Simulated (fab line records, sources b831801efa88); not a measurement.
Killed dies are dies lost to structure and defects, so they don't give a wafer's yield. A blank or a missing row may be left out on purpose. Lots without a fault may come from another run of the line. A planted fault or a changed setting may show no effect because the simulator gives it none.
fab line records | flow sky130
record lots=6 wafers=18 last_day=50
route steps=708 shown CAPM@547 METAL3@555 PAD_OPEN@708
lots that met no fault: from a run of the same line without faults
start_h: hours from the record's first day to the start of the lot's first wafer shown | wait_h: hours since the lot's step before | " the same as in the row above | L1.1+2: a row that stands for several wafers | - no value, or no start given | * or withheld: withheld | < > ~ a bound
route shown NAME@n: a module of which the file shows steps, and the number in the route of the first | usual: mean/standard deviation of fault-free wafers | same: alike in all rows | chamber/n: place in a boat | sites: the reading at each site | _std_site: their standard deviation | _edge_site: outer sites' mean less inner sites' | radius_mm: how far each site lies from the wafer's centre | mask NAME#n: copy n | behind: the tool/chamber that last shaped the wafer | hold: why the lot was held/for how many hours/how that ended | device: the transistor (n, p or np) that didn't switch | end of line: the same wafers' tests at the end of the route | a step without rows: its recipe alone | killed: dies lost to structure and defects at the first sort, not the wafer's yield | map: a wafer's dies, x killed, . not, _ none there
set.NAME: the setting as run; set.NAME@STEP: as run at that earlier step | model.NAME: the simulator's own value behind a step, which no gauge read
lots at some steps of the route; a table a step, a row a wafer
services: from which hour (start_h, from the record's first day; less than 0 if before it) a tool's chamber was out of use, for how many hours, and why
## steps
# step SKY_CAPM_PEB_10
# recipe temp_c=withheld time_s=* resist=NOVOLAK
# step SKY_CAPM_DEVELOP_11
# recipe resist=NOVOLAK developer=TMAH develop_time_s=60 dev_temp_c=23
# step SKY_CAPM_OVL_MEAS_12
# usual CAPM_OVL=0.6/1.3
# columns lot.wafer tool chamber start_h wait_h CAPM_OVL[nm]
L734.2 overlay-01 - 875.88 0.1 -0.5
L734.4 " - " " -0.9
L734.6 " - " " 0.9
L736.1 overlay-01 - 896.46 0.1 0.7
L736.3 " - " " 0.3
L736.5 " - " " 2.4
L749.2 overlay-02 - 977.82 0.1 1.4
L749.4 " - " " 0.2
L749.6 " - " " 1.1
L751.1 overlay-01 - 991.52 0.1 1.6
L751.2 " - " " 2.4
L751.5 " - " " 2.1
L754.1 overlay-02 - 1011.37 0.1 0.5
L754.4 " - " " -1.5
L754.6 " - " " -0.7
L757.2 overlay-02 - 1029.08 0.1 1.6
L757.3 " - " " 2.1
L757.6 " - " " 1.8
# step SKY_CAPM_METAL_ETCH_13
# recipe target_depth_nm=220 stop_on=SiO2 chemistry=Cl2/BCl3 target=TiN pressure_mtorr=10 icp_w=900 bias_w=48.5 Cl2_flow_sccm=60 bcl3_flow_sccm=30 time_s=62.9
# usual chamber_pressure_mTorr=10.000/0.0096 drypump_motor_current_A=6.2/0.39 oes_product_au=0.941/0.0075 throttle_valve_pct=21.901/0.0099
# columns lot.wafer tool chamber start_h wait_h chamber_pressure_mTorr drypump_motor_current_A oes_product_au rf_hours_counter_h throttle_valve_pct
L734.2 rie_metal-03 0 875.91 0.0 9.997 5.9 0.927 4 21.890
L734.4 " 1 " " 10.002 6.1 0.928 - 21.907
L734.6 " 1 " " 10.007 6.1 0.930 - 21.904
L736.1 rie_metal-03 1 896.50 0.0 9.990 6.1 0.945 16 21.899
L736.3 " 0 " " 10.009 5.8 0.959 - 21.896
L736.5 " 1 " " 9.985 6.1 0.941 - 21.896
L749.2 rie_metal-02 1 977.85 0.0 9.991 6.7 0.949 17 21.901
L749.4 " 1 " " 10.026 6.7 0.945 - 21.904
L749.6 " 1 " " 10.004 6.6 0.946 - 21.911
L751.1 rie_metal-02 1 991.55 0.0 10.005 6.7 0.941 17 21.880
L751.2 " 0 " " 10.006 6.2 0.942 9 21.902
L751.5 " 1 " " 10.004 6.6 0.945 - 21.905
L754.1 rie_metal-02 0 1011.40 0.0 9.995 6.2 0.932 10 21.928
L754.4 " 1 " " 10.013 6.7 0.930 - 21.902
L754.6 " 0 " " 10.013 6.2 0.941 - 21.915
L757.2 rie_metal-02 0 1029.11 0.0 9.992 6.2 0.932 11 21.917
L757.3 " 0 " " 10.010 6.2 0.944 - 21.886
L757.6 " 1 " " 10.011 6.6 0.935 - 21.917
# step SKY_CAPM_STRIP_14
# recipe chemistry=O2/N2 power_w=1400 pressure_mtorr=1500 platen_temp_c=withheld o2_flow_sccm=3000 n2_flow_sccm=300 overash_fraction=0.5
# usual chamber_pressure_mTorr=1500.0/1.4 drypump_motor_current_A=6.0/0.41 oes_product_au=0.711/0.0042 strip_time_to_endpoint_s=12.66/0.047
# columns lot.wafer tool chamber start_h wait_h chamber_pressure_mTorr drypump_motor_current_A oes_product_au rf_hours_counter_h strip_time_to_endpoint_s
L734.2 plasma_asher-02 1 875.99 0.1 1503.2 6.0 0.713 104 12.71
L734.4 " 0 " " 1501.3 6.2 0.714 - 12.65
L734.6 " 0 " " 1501.0 6.2 0.720 - 12.67
L736.1 plasma_asher-02 0 896.58 0.1 1500.5 6.2 0.711 106 12.68
L736.3 " 0 " " 1499.6 6.2 0.713 - 12.68
L736.5 " 1 " " 1499.8 6.0 0.711 - 12.70
L749.2 plasma_asher-04 0 977.93 0.1 1501.0 5.5 0.714 87 12.74
L749.4 " 0 " " 1501.5 5.5 0.713 - 12.69
L749.6 " 1 " " 1502.4 5.4 0.714 - 12.70
L751.1 plasma_asher-02 1 991.63 0.1 1497.3 6.0 0.716 115 12.70
L751.2 " 0 " " 1500.5 6.2 0.704 115 12.67
L751.5 " 0 " " 1499.2 6.2 0.711 - 12.73
L754.1 plasma_asher-02 0 1011.48 0.1 1501.1 6.2 0.702 117 12.65
L754.4 " 1 " " 1500.7 5.9 0.713 - 12.68
L754.6 " 1 " " 1500.9 6.0 0.709 - 12.68
L757.2 plasma_asher-04 1 1029.19 0.1 1498.6 5.4 0.711 92 12.66
L757.3 " 1 " " 1497.7 5.4 0.715 - 12.67
L757.6 " 1 " " 1501.3 5.4 0.709 - 12.61
# step SKY_CAPM_STRIP_15
# recipe chemistry=post_etch_residue_remover time_s=1200 temp_c=72.5
# step SKY_CAPM_CLEAN_16
# recipe chemistry=IPA time_s=180 temp_c=25
# step SKY_CAPM_CLEAN_17
# recipe chemistry=O3/DIW dry=n2_spin
# step SKY_METAL3_DEHYDRATE_05
# recipe temp_c=200 time_s=60
# step SKY_METAL3_HMDS_06
# recipe prime_time_s=60 prime_temp_c=120
# step SKY_METAL3_COAT_07
# recipe resist=BARC temp_c=withheld time_s=withheld spin_rpm=3075 resist_thk_nm=60
# step SKY_METAL3_COAT_08
# recipe resist=KrF-thick spin_rpm=3000 resist_thk_nm=1140
# step SKY_METAL3_SOFTBAKE_09
# recipe temp_c=100 time_s=90 resist=KrF-thick
# usual heater_power_total_W=57.35/0.12 plate_temp_C=99.99/0.11
# columns lot.wafer tool chamber start_h wait_h heater_power_total_W plate_temp_C
L734.2 litho_track-04 0 889 - 57.43 100.05
L734.4 " 0 " " 57.50 100.00
L734.6 " 0 " " 57.34 99.81
L736.1 litho_track-01 0 909 - 57.13 100.01
L736.3 " 0 " " 57.33 100.18
L736.5 " 0 910 - 57.37 100.04
L749.2 litho_track-01 0 991 - 56.49 98.58
L749.4 " 0 " " 56.50 98.69
L749.6 " 0 " " 56.52 98.66
L751.1 litho_track-01 0 1003 - 56.36 98.91
L751.2 " 0 " " 56.35 98.93
L751.5 " 0 " " 56.41 98.82
L754.1 litho_track-04 0 1022 - 57.31 99.70
L754.4 " 0 " " 57.40 99.81
L754.6 " 0 " " 57.53 99.92
L757.2 litho_track-03 0 1041 - 57.37 100.03
L757.3 " 0 " " 57.39 99.99
L757.6 " 0 " " 57.44 99.94
# step SKY_METAL3_EXPOSE_10
# recipe mask_id=MM3 na=0.68 source_shape=annular sigma_inner=0.4 sigma_outer=0.8 target_cd_nm=300 dose_mj=28
# step SKY_PAD_OPEN_PROBE_99
# usual defect_limited_yield=82.4/2 killed_at_M0_to_M3=44/7.1 killed_at_M4_up=3/1.6 killed_at_contacts=24/5.4 killed_at_front_end=15/4.7 killed_at_other=0.3/0.51 killed_dies=87/9.9 killed_open=48/7.6 killed_short=39/6.3 sort_bin_3_pad_short=0.9/0.39 sort_bin_5_function=10.5/1.6 sort_bin_6_memory=6.3/1.1 sort_n_pass=405/9.9 sort_yield_pct=82.4/2
# same gross_dies=492 killed_at_back_side=0 sort_bin_4_leakage[%]=0 sort_bin_8_speed[%]=0
# columns lot.wafer tool chamber start_h wait_h defect_limited_yield[%] killed_at_M0_to_M3 killed_at_M4_up killed_at_contacts killed_at_front_end killed_at_other killed_dies killed_open killed_short sort_bin_3_pad_short[%] sort_bin_5_function[%] sort_bin_6_memory[%] sort_n_pass sort_yield_pct[%]
L734.2 prober-02 - 1075.19 0.1 83.3 38 1 20 22 1 82 47 35 1.0 10.4 5.3 410 83.3
L734.4 prober-02 - 1075.29 0.2 79.5 45 4 40 11 1 101 55 46 1.2 10.6 8.7 391 79.5
L734.6 prober-02 - 1075.39 0.2 82.9 43 1 29 11 0 84 60 24 0.2 10.8 6.1 408 82.9
L736.1 prober-01 - 1092.58 0.1 83.5 45 2 21 13 0 81 41 40 1.6 9.8 5.1 411 83.5
L736.3 prober-01 - 1092.68 0.2 82.9 44 3 23 13 1 84 43 41 0.8 10.0 6.3 408 82.9
L736.5 prober-01 - 1092.78 0.2 83.1 44 3 29 7 0 83 44 39 0.4 8.9 7.5 409 83.1
L749.2 prober-02 - 1158.08 0.1 78.5 46 4 37 18 1 106 60 46 1.2 12.2 8.1 386 78.5
L749.4 prober-02 - 1158.18 0.2 85.6 28 2 21 20 0 71 41 30 0.4 8.9 5.1 421 85.6
L749.6 prober-02 - 1158.28 0.2 81.7 51 3 26 10 0 90 42 48 0.8 10.4 7.1 402 81.7
L751.1 prober-02 - 1165.20 0.1 80.3 47 4 23 23 0 97 56 41 0.4 11.6 7.7 395 80.3
L751.2 prober-02 - 1165.25 0.1 81.1 51 7 20 15 0 93 47 46 1.2 10.0 7.7 399 81.1
L751.5 prober-02 - 1165.40 0.2 86.4 33 5 22 7 0 67 35 32 1.0 6.9 5.7 425 86.4
L754.1 prober-01 - 1180.69 0.1 82.3 36 5 25 20 1 87 50 37 0.6 9.8 7.3 405 82.3
L754.4 prober-01 - 1180.84 0.2 81.1 39 3 28 23 0 93 50 43 1.2 12.6 5.1 399 81.1
L754.6 prober-01 - 1180.94 0.2 80.9 40 4 32 18 0 94 52 42 0.6 10.6 7.9 398 80.9
L757.2 prober-02 - 1196.29 0.1 83.7 50 3 19 7 1 80 45 35 0.4 8.3 7.5 412 83.7
L757.3 prober-02 - 1196.34 0.2 83.5 44 1 18 18 0 81 45 36 0.8 8.9 6.7 411 83.5
L757.6 prober-02 - 1196.49 0.2 79.1 48 5 38 12 0 103 51 52 1.4 12.4 7.1 389 79.1
# killed by level:class
L734.2 CONTACT:geometric_particle:open=9 VIA1:geometric_particle:open=8 VIA2:geometric_particle:open=7 VIA2:geometric_particle:short=7 LI_CONTACT:geometric_particle:open=6 FIELD_ISO:geometric_particle:open=5 POLY_GATE:geometric_particle:short=5 POLY_GATE:geometric_particle:open=4
L734.4 CONTACT:geometric_particle:open=14 VIA3:geometric_particle:open=12 LI_CONTACT:geometric_particle:open=9 LOCAL_INTERCONNECT:geometric_particle:short=8 VIA2:geometric_particle:open=8 CONTACT:geometric_particle:short=7 METAL2:geometric_particle:short=6 METAL1:geometric_particle:short=5
L734.6 CONTACT:geometric_particle:open=14 VIA1:geometric_particle:open=13 LI_CONTACT:geometric_particle:open=11 VIA3:geometric_particle:open=9 POLY_GATE:geometric_particle:short=6 VIA2:geometric_particle:open=6 METAL1:geometric_particle:short=4 VIA3:geometric_particle:short=3
L736.1 VIA1:geometric_particle:short=11 VIA1:geometric_particle:open=7 LI_CONTACT:geometric_particle:open=7 CONTACT:geometric_particle:open=6 VIA3:geometric_particle:open=6 METAL2:geometric_particle:short=5 VIA2:geometric_particle:open=5 VIA2:geometric_particle:short=5
L736.3 CONTACT:geometric_particle:open=9 VIA1:geometric_particle:open=8 VIA3:geometric_particle:open=7 VIA1:geometric_particle:short=7 METAL1:geometric_particle:short=6 CONTACT:geometric_particle:short=6 VIA2:geometric_particle:open=6 LI_CONTACT:geometric_particle:open=4
L736.5 CONTACT:geometric_particle:open=10 VIA1:geometric_particle:open=9 VIA3:geometric_particle:open=7 LOCAL_INTERCONNECT:geometric_particle:short=6 METAL2:geometric_particle:short=6 VIA2:geometric_particle:open=6 CONTACT:geometric_particle:short=5 METAL1:geometric_particle:short=5
L749.2 CONTACT:geometric_particle:open=13 VIA3:geometric_particle:open=9 LI_CONTACT:geometric_particle:open=9 LOCAL_INTERCONNECT:geometric_particle:short=7 METAL1:geometric_particle:short=7 VIA1:geometric_particle:open=7 VIA1:geometric_particle:short=6 VIA2:geometric_particle:open=6
L749.4 CONTACT:geometric_particle:open=9 FIELD_ISO:geometric_particle:open=7 VIA2:geometric_particle:open=7 VIA3:geometric_particle:open=5 POLY_GATE:geometric_particle:short=4 LI_CONTACT:geometric_particle:open=4 POLY_GATE:geometric_particle:open=3 SPACER:geometric_particle:short=3
L749.6 METAL1:geometric_particle:short=11 VIA1:geometric_particle:open=9 VIA3:geometric_particle:open=9 CONTACT:geometric_particle:open=8 VIA3:geometric_particle:short=6 CONTACT:geometric_particle:short=5 LI_CONTACT:geometric_particle:open=5 LI_CONTACT:geometric_particle:short=4
L751.1 VIA1:geometric_particle:open=11 VIA2:geometric_particle:open=10 CONTACT:geometric_particle:open=9 FIELD_ISO:geometric_particle:open=8 LI_CONTACT:geometric_particle:open=6 VIA1:geometric_particle:short=6 FIELD_ISO:geometric_particle:short=5 POLY_GATE:geometric_particle:short=5
L751.2 VIA1:geometric_particle:open=10 METAL1:geometric_particle:short=9 VIA2:geometric_particle:open=8 FIELD_ISO:geometric_particle:open=7 CONTACT:geometric_particle:open=7 METAL2:geometric_particle:short=6 METAL4:geometric_particle:short=6 VIA3:geometric_particle:open=6
L751.5 CONTACT:geometric_particle:open=10 METAL2:geometric_particle:short=7 LI_CONTACT:geometric_particle:open=6 VIA3:geometric_particle:short=5 METAL4:geometric_particle:short=5 POLY_GATE:geometric_particle:open=4 VIA1:geometric_particle:open=3 CONTACT:geometric_particle:short=3
L754.1 LI_CONTACT:geometric_particle:open=8 VIA1:geometric_particle:open=8 FIELD_ISO:geometric_particle:open=7 LOCAL_INTERCONNECT:geometric_particle:short=7 CONTACT:geometric_particle:open=6 POLY_GATE:geometric_particle:short=5 VIA3:geometric_particle:open=5 METAL2:geometric_particle:short=4
L754.4 VIA1:geometric_particle:open=12 LI_CONTACT:geometric_particle:open=9 CONTACT:geometric_particle:open=8 FIELD_ISO:geometric_particle:open=6 POLY_GATE:geometric_particle:short=5 CONTACT:geometric_particle:short=5 VIA1:geometric_particle:short=5 METAL2:geometric_particle:short=4
L754.6 LI_CONTACT:geometric_particle:open=11 VIA1:geometric_particle:open=11 METAL1:geometric_particle:short=7 VIA2:geometric_particle:open=7 POLY_GATE:geometric_particle:open=6 CONTACT:geometric_particle:short=6 CONTACT:geometric_particle:open=6 LOCAL_INTERCONNECT:geometric_particle:short=5
L757.2 LI_CONTACT:geometric_particle:open=9 METAL3:geometric_particle:short=9 VIA1:geometric_particle:open=9 VIA3:geometric_particle:open=7 METAL1:geometric_particle:short=6 CONTACT:geometric_particle:open=6 VIA2:geometric_particle:open=5 METAL1:geometric_particle:open=4
L757.3 METAL2:geometric_particle:short=10 VIA1:geometric_particle:open=10 LI_CONTACT:geometric_particle:open=7 CONTACT:geometric_particle:open=7 FIELD_ISO:geometric_particle:open=6 FIELD_ISO:geometric_particle:short=6 VIA3:geometric_particle:short=6 VIA2:geometric_particle:short=5
L757.6 CONTACT:geometric_particle:open=12 LI_CONTACT:geometric_particle:open=10 VIA1:geometric_particle:open=9 CONTACT:geometric_particle:short=8 METAL2:geometric_particle:short=8 METAL1:geometric_particle:short=7 POLY_GATE:geometric_particle:short=6 VIA2:geometric_particle:open=6
## services
# columns tool chamber start_h hours kind
rie_metal-03 0 860.64 5.8 repair
plasma_asher-04 - 888.44 2.3 repair
plasma_asher-02 - 923.70 1.6 repair
plasma_asher-02 - 923.72 0.9 repair
plasma_asher-04 - 953.35 3.3 repair
rie_metal-03 - 973.22 14.6 pm
rie_metal-03 1 995.99 189.0 repair
## key
first_sign step=SKY_METAL3_SOFTBAKE_09 reading=plate_temp_C direction=down sigmas=11 usual=* struck=*
effect step=SKY_METAL3_SOFTBAKE_09 reading=heater_power_total_W direction=down sigmas=7.8 usual=* struck=*
met_at SKY_METAL3_SOFTBAKE_09
struck_wafers L749.2,L749.4,L749.6,L751.1,L751.2,L751.5
onset_between 909 991
fault kind=process_parameter_drift tool=litho_track-01 chamber=- onset_h=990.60 steps=SKY_METAL3_SOFTBAKE_09 channel=temp_c offset=* shape=step end_h=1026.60 acts_in=* stated=*
